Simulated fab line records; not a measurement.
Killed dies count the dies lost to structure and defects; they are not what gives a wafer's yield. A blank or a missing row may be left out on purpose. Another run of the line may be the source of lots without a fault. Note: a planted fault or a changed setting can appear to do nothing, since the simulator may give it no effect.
Which tool was responsible? + flow sky130 + Sampling: 13 lots, 39 wafers, 3 of 708 route steps

## WHAT THE GAUGES READ, wafer by wafer
SKY_LOCAL_INTERCONNECT_RS_MEAS_01: uses a four-point probe to measure.
| lot  | measured     | on           | LOCAL_INTERCONNECT_TIN_RS (ohm/sq)  |
|------|--------------|--------------|-------------------------------------|
| L708 | day 30 16:43 | filmMetro-03 | 14.14 14.03 14.26                   |
| L710 | day 31 01:23 | filmMetro-01 | 14.16 13.98 14.00                   |
| L711 | day 31 11:11 | filmMetro-01 | 14.10 14.05 14.16                   |
| L712 | day 31 16:27 | filmMetro-04 | 14.12 13.98 14.13                   |
| L713 | day 31 20:55 | filmMetro-04 | 14.11 14.00 14.07                   |
| L714 | day 32 10:32 | filmMetro-04 | 13.99 13.98 14.12                   |
| L717 | day 33 13:17 | filmMetro-04 | 15.44 13.81 13.94 15.39 13.81 13.89 |
| L724 | day 35 10:48 | filmMetro-01 | 14.00 14.14 14.18                   |
| L725 | day 35 16:43 | filmMetro-04 | 14.19 14.20 13.86                   |
| L726 | day 36 05:08 | filmMetro-01 | 13.93 13.89 13.89                   |
| L728 | day 36 16:20 | filmMetro-01 | 14.07 14.14 14.06                   |
| L729 | day 36 22:14 | filmMetro-04 | 14.31 14.30 14.13                   |
| L730 | day 37 08:42 | filmMetro-04 | 14.08 14.10 14.22                   |

SKY_LOCAL_INTERCONNECT_THK_MEAS_02: measures by xrf.
| lot  | measured     | on           | LOCAL_INTERCONNECT_TIN_THK (nm)   |
|------|--------------|--------------|-----------------------------------|
| L708 | day 30 16:50 | filmMetro-03 | 101.2 101.9 100.5                 |
| L710 | day 31 01:29 | filmMetro-01 | 101.3 102.1 101.7                 |
| L711 | day 31 11:18 | filmMetro-01 | 101.7 102.2 101.4                 |
| L712 | day 31 16:34 | filmMetro-04 | 101.2 101.8 101.0                 |
| L713 | day 31 21:02 | filmMetro-04 | 101.2 101.7 101.2                 |
| L714 | day 32 10:40 | filmMetro-04 | 102.1 102.2 101.2                 |
| L717 | day 33 16:18 | filmMetro-04 | 92.7 103.6 102.3 92.8 103.3 102.3 |
| L724 | day 35 10:55 | filmMetro-01 | 101.6 101.1 100.5                 |
| L725 | day 35 16:50 | filmMetro-04 | 100.9 100.8 102.9                 |
| L726 | day 36 05:15 | filmMetro-01 | 103.1 103.4 103.1                 |
| L728 | day 36 16:27 | filmMetro-01 | 101.9 102.0 101.8                 |
| L729 | day 36 22:19 | filmMetro-04 | 100.1 99.8 100.9                  |
| L730 | day 37 08:49 | filmMetro-04 | 101.0 101.0 100.5                 |

## WHAT TOOL EACH LOT RAN ON (gives the tool, then ch and the chambers of the sampled wafers, and finally the start)
| lot  | SKY_LOCAL_INTERCONNECT_SPUTTER_00 |
|------|-----------------------------------|
| L708 | pvdSputter-02, day 30 16:40       |
| L710 | pvdSputter-01, day 31 01:17       |
| L711 | pvdSputter-04, day 31 11:07       |
| L712 | pvdSputter-01, day 31 16:23       |
| L713 | pvdSputter-04, day 31 20:51       |
| L714 | pvdSputter-02, day 32 10:29       |
| L717 | pvdSputter-04, day 33 13:11       |
| L724 | pvdSputter-02, day 35 10:44       |
| L725 | pvdSputter-02, day 35 16:40       |
| L726 | pvdSputter-01, day 36 05:04       |
| L728 | pvdSputter-02, day 36 16:16       |
| L729 | pvdSputter-04, day 36 22:08       |
| L730 | pvdSputter-04, day 37 08:38       |
- SKY_LOCAL_INTERCONNECT_SPUTTER_00: material TiN, target thk 100 nm, time 83.3 s.

## WHAT THE TOOLS THEMSELVES READ (means of the sampled wafers that have a number; where no wafer has one, the mark that the record gives instead)
SKY_LOCAL_INTERCONNECT_SPUTTER_00.
| lot  | tool          | throttleValvePct (%) |
|------|---------------|----------------------|
| L708 | pvdSputter-02 | 29.0                 |
| L710 | pvdSputter-01 | 29.7                 |
| L711 | pvdSputter-04 | 30.0                 |
| L712 | pvdSputter-01 | 29.6                 |
| L713 | pvdSputter-04 | 29.9                 |
| L714 | pvdSputter-02 | 30.2                 |
| L717 | pvdSputter-04 | 29.5                 |
| L724 | pvdSputter-02 | 29.7                 |
| L725 | pvdSputter-02 | 29.5                 |
| L726 | pvdSputter-01 | 29.9                 |
| L728 | pvdSputter-02 | 29.2                 |
| L729 | pvdSputter-04 | 30.1                 |
| L730 | pvdSputter-04 | 30.3                 |

## THE ANSWER, worked out from the rows above alone
Rule: usual is defined by the lots themselves. The widest of any qualifying gaps counts: lots, ordered by their means at a reading, are off when they make up no more than a third of the lots, leave a main group of 4 or more, and stand apart from it by 3 or more times the standard deviation of that group's means. The tables above print the reading to a certain number of digits; a main group whose means all agree to those digits is not used. Also off: a lot with no number at a reading for which 4 or more lots have one. Any other lot the step has rows for is counted as sound. Order of review: gauges by route order, followed by the tools' own readings, for which a lot's mean as printed above is used. The first step at which some lot is off is used, and at that step the reading that is off furthest; a lot without a number counts as furthest.
Across all readings shown, no lot is off: no conclusion can be drawn from this.

## WHAT THE SIMULATOR PUT IN
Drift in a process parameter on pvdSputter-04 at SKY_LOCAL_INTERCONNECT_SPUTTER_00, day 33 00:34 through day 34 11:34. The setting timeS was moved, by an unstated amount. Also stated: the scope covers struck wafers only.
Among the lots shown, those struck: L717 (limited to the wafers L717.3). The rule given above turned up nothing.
